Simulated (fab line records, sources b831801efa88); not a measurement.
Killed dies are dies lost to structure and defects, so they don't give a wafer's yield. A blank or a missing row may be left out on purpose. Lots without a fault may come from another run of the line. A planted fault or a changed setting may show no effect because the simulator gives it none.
Which tool did it? | flow gf180mcu | 12 lots, 36 wafers sampled, at 4 steps of a route of 602

WHAT THE GAUGES READ, wafer by wafer
GF_HV_LDD_OVL_MEAS_47.
lot  | measured     | on         | HV_LDD_03_OVL (nm)
L178 | day 13 01:40 | overlay-01 | -0.4 -0.1 -0.1
L181 | day 13 22:13 | overlay-01 | 0.4 -0.8 1.9
L184 | day 15 00:20 | overlay-02 | 1.9 2.1 3.5
L185 | day 15 08:49 | overlay-01 | 1.7 1.4 0.7
L186 | day 15 16:51 | overlay-01 | 2.6 0.7 1.1
L191 | day 17 13:43 | overlay-01 | 0.4 1.9 0.2
L193 | day 17 22:54 | overlay-01 | 3.8 2.0 2.3
L194 | day 18 08:48 | overlay-01 | 1.0 -0.4 1.3
L196 | day 19 03:38 | overlay-02 | 0.4 0.3 -0.5
L197 | day 19 08:38 | overlay-02 | 0.9 0.7 -0.3
L198 | day 19 17:01 | overlay-02 | 1.5 2.8 0.4
L199 | day 19 22:56 | overlay-02 | 1.4 0.0 2.2

GF_PSD_CD_MEAS_07: target cd 400 nm.
lot  | measured     | on        | cd_nm (nm)
L178 | day 14 22:35 | cd_sem-02 | 401.9 403.4 402.3
L181 | day 15 22:20 | cd_sem-01 | 398.6 395.2 399.4
L184 | day 16 23:34 | cd_sem-01 | 398.3 395.3 392.7
L185 | day 17 09:11 | cd_sem-01 | 397.2 398.5 398.8
L186 | day 17 18:22 | cd_sem-01 | 396.9 397.6 397.4
L191 | day 19 17:28 | cd_sem-02 | 403.6 406.1 404.8
L193 | day 20 02:49 | cd_sem-02 | 397.2 395.9 397.4
L194 | day 20 13:02 | cd_sem-02 | 403.4 405.9 407.6
L196 | day 21 07:16 | cd_sem-01 | 396.9 397.8 397.3
L197 | day 21 12:07 | cd_sem-02 | 401.4 401.2 401.7
L198 | day 21 20:44 | cd_sem-01 | 400.7 400.2 402.4
L199 | day 22 01:56 | cd_sem-01 | 400.4 401.3 399.5

WHICH TOOL RAN EACH LOT (tool, then ch and the chambers of the sampled wafers, then the start)
lot  | GF_HV_LDD_STRIP_49                   | GF_PSD_COAT_02
L178 | plasma_asher-01 ch 0,1, day 13 01:52 | litho_track-02 ch 0, day 14 11:46
L181 | plasma_asher-04 ch 0,1, day 13 22:25 | litho_track-03 ch 0, day 15 11:21
L184 | plasma_asher-04 ch 0,1, day 15 00:31 | litho_track-02 ch 0, day 16 12:44
L185 | plasma_asher-04 ch 0,1, day 15 09:02 | litho_track-02 ch 0, day 16 21:28
L186 | plasma_asher-04 ch 0,1, day 15 17:02 | litho_track-02 ch 0, day 17 06:38
L191 | plasma_asher-01 ch 0,1, day 17 13:54 | litho_track-01 ch 0, day 19 04:35
L193 | plasma_asher-04 ch 0,1, day 17 23:05 | litho_track-01 ch 0, day 19 14:40
L194 | plasma_asher-01 ch 0,1, day 18 08:59 | litho_track-02 ch 0, day 20 00:37
L196 | plasma_asher-01 ch 0,1, day 19 03:49 | litho_track-02 ch 0, day 20 19:32
L197 | plasma_asher-01 ch 0,1, day 19 08:49 | litho_track-02 ch 0, day 20 23:41
L198 | plasma_asher-04 ch 0,1, day 19 17:11 | litho_track-01 ch 0, day 21 08:22
L199 | plasma_asher-04 ch 0,1, day 19 23:08 | litho_track-03 ch 0, day 21 14:05
- GF_HV_LDD_STRIP_49: strips in O2/N2.
- GF_PSD_COAT_02: resist thk 1000 nm.

WHAT THE TOOLS THEMSELVES READ (means of the sampled wafers that have a number; where no wafer has one, the mark that the record gives instead)
GF_HV_LDD_STRIP_49.
lot  | tool            | drypump_motor_current_A (A) | heater_power_w (W) | n2_flow_sccm (sccm) | oes_product_au (a.u.) | strip_time_to_endpoint_s (s)
L178 | plasma_asher-01 | 5.50                        | 332                | 300.0               | 0.719                 | 12.70
L181 | plasma_asher-04 | 5.68                        | 390                | 300.5               | 0.714                 | 12.71
L184 | plasma_asher-04 | 5.68                        | 398                | 300.0               | 0.718                 | 12.66
L185 | plasma_asher-04 | 5.65                        | 372                | 300.6               | 0.717                 | 12.58
L186 | plasma_asher-04 | 5.62                        | 375                | 299.4               | 0.717                 | 12.58
L191 | plasma_asher-01 | 5.51                        | 339                | 299.9               | 0.713                 | 12.66
L193 | plasma_asher-04 | 5.67                        | 389                | 300.8               | 0.714                 | 12.60
L194 | plasma_asher-01 | 5.50                        | 340                | 299.9               | 0.718                 | 12.61
L196 | plasma_asher-01 | 5.50                        | 335                | 298.7               | 0.717                 | 12.65
L197 | plasma_asher-01 | 5.27                        | 340                | 299.9               | 0.719                 | 12.68
L198 | plasma_asher-04 | 5.66                        | 391                | 300.5               | 0.716                 | 12.62
L199 | plasma_asher-04 | 5.68                        | 398                | 298.7               | 0.712                 | 12.65

GF_PSD_COAT_02.
lot  | tool           | spin_speed_rpm (rpm)
L178 | litho_track-02 | 3000.2
L181 | litho_track-03 | 3000.4
L184 | litho_track-02 | 2907.1
L185 | litho_track-02 | 2908.5
L186 | litho_track-02 | 2906.7
L191 | litho_track-01 | 3002.2
L193 | litho_track-01 | 3001.3
L194 | litho_track-02 | 3000.9
L196 | litho_track-02 | 3000.0
L197 | litho_track-02 | 2998.8
L198 | litho_track-01 | 3000.7
L199 | litho_track-03 | 2999.9

THE ANSWER, worked out from the rows above alone
Rule: what is usual is taken from the lots themselves. Put in order of their means at a reading, lots are off if they are a third of the lots or fewer, leave a main group of 4 or more, and stand apart from it by a gap of 3 or more times the standard deviation of the main group's means; of several such gaps the widest counts. A main group whose means are all the same, to the digits that the tables above print for the reading, isn't used. A lot without any number at a reading at which 4 lots or more have one is off too. The other lots that the step has rows for count as sound. The gauges are gone through in route order, then the tools' own readings, and for those a lot's mean is taken as printed above. The first step at which some lot is off is used, and at that step the reading that is off furthest; a lot without a number counts as furthest.
Off: L184, L185, L186, at GF_PSD_COAT_02 (spin_speed_rpm). The main group: mean 3000.5 rpm, standard deviation 0.9.
A tool fits if, at that step or a process step before it, it ran every lot that is off, and no sound lot after the first of them. None of those tried fits.

WHAT THE SIMULATOR HAD PUT IN
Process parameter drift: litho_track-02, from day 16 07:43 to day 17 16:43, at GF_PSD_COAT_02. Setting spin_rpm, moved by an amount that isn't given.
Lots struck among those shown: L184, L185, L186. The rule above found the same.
